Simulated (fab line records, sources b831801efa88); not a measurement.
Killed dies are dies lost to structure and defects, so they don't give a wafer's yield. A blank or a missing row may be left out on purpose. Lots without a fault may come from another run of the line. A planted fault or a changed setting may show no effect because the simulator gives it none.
Problem report in the 8D (eight disciplines) form, filled by code | flow sky130 | the parts of the form that need people (team, actions taken, sign-off) are left out

1. THE PROBLEM
cd_nm at SKY_CONTACT_CD_MEAS_14 reads a mean of 128.4 nm on 3 wafers of 2 lots; wafers without a fault read 170.1 nm with a standard deviation of 1.4. That is -30 standard deviations from the usual mean.
The step: target cd 170 nm.
First seen on wafer L208.1, day 35 08:28, on cd_sem-01. The record holds 39 wafers of 13 lots with a number at this step. Rule for "out", or "out of limits": more than 4 standard deviations from the usual mean. The other wafers with a number count as sound.

2. WHAT IT IS AND WHAT IT IS NOT
question                    | is                     | is not
which readings at this step | cd_nm                  | -
which lots                  | L208, L209             | L198, L199, L200, L201, L210, L211, L212, L215, L219, L220, L221
which wafers of those lots  | L208.1, L208.3, L209.1 | L208.5, L209.4, L209.5
read on which gauges        | cd_sem-01              | cd_sem-02
when                        | from day 35 08:28      | up to then (13 sound wafers); but 23 sound wafers of L209, L210, L211, L212, L215, L219, L220, L221 came after

3. SUSPECTS, AND WHAT RULES EACH OUT
Counting: a tool at a process step up to the reading stays a suspect if it ran every lot that is out. Sound lots after the first of them don't rule it out here, since some wafers of a struck lot are sound.
- the gauge at SKY_CONTACT_CD_MEAS_14: ruled out. All the wafers that are out were read on cd_sem-01, but those of them that SKY_PAD_OPEN_PROBE_99 has rows for are out there too, on other tools.
- cvd_w-02 at SKY_LI_CONTACT_CVD_21 (deposits W, target thk 400 nm, time 120.56 s): kept. It ran every lot that is out, first L208 (day 33 01:51); its last sound lot up to then is L201 (day 30 20:34).
- krf_scanner-02 at SKY_CONTACT_EXPOSE_11 (exposes mask CTM1, target cd 170 nm): kept. It ran every lot that is out, first L208 (day 34 19:17); its last sound lot up to then is L201 (day 32 19:05).
Left after counting: cvd_w-02 at SKY_LI_CONTACT_CVD_21, krf_scanner-02 at SKY_CONTACT_EXPOSE_11.

4. THE CAUSE (what the simulator had put in)
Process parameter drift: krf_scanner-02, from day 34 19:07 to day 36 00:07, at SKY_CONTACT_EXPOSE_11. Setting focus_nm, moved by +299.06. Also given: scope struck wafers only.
Counting left 2 suspects, and this tool is among them.

5. THE CHAIN OF EFFECTS, in route order
Each row: a reading whose mean over the struck wafers that have a number lies more than 3 standard deviations from the usual. Only readings for which the record gives a usual standard deviation are gone through. hours: the time from each lot's start at the first step in this table that gives one to its start at this step, as a median over the lots. sigmas: the change in usual standard deviations.
hours | step                   | reading            | usual    | on struck wafers | change | sigmas
0     | SKY_CONTACT_CD_MEAS_14 | cd_nm              | 170.1 nm | 128.4            | -41.7  | -30
321   | SKY_PAD_OPEN_PROBE_99  | killed_at_contacts | 23       | 425              | +402   | +79
321   | SKY_PAD_OPEN_PROBE_99  | killed_dies        | 85       | 487              | +402   | +43
321   | SKY_PAD_OPEN_PROBE_99  | killed_on_rim      | 17       | 95               | +78    | +20
The process steps in it:
- SKY_PAD_OPEN_PROBE_99
Later measuring or inspecting steps at which every struck wafer that the step has a row for has a number for every such reading, and none has moved that far: SKY_CONTACT_OVL_MEAS_15.

6. WHAT WOULD HAVE CAUGHT IT SOONER
In this record the first reading out of limits at a measuring or inspecting step was taken at day 35 08:28, 13 hours after the fault began at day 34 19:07.
Of the tool readings at SKY_CONTACT_EXPOSE_11 for which the record gives a usual standard deviation, none was out on any struck wafer, so an alarm limit of 4 standard deviations on them would not have fired.
Of the lots that are out (2), L209 began SKY_CONTACT_EXPOSE_11 on krf_scanner-02 after day 35 08:28. A hold on the tool at that time would have spared it.
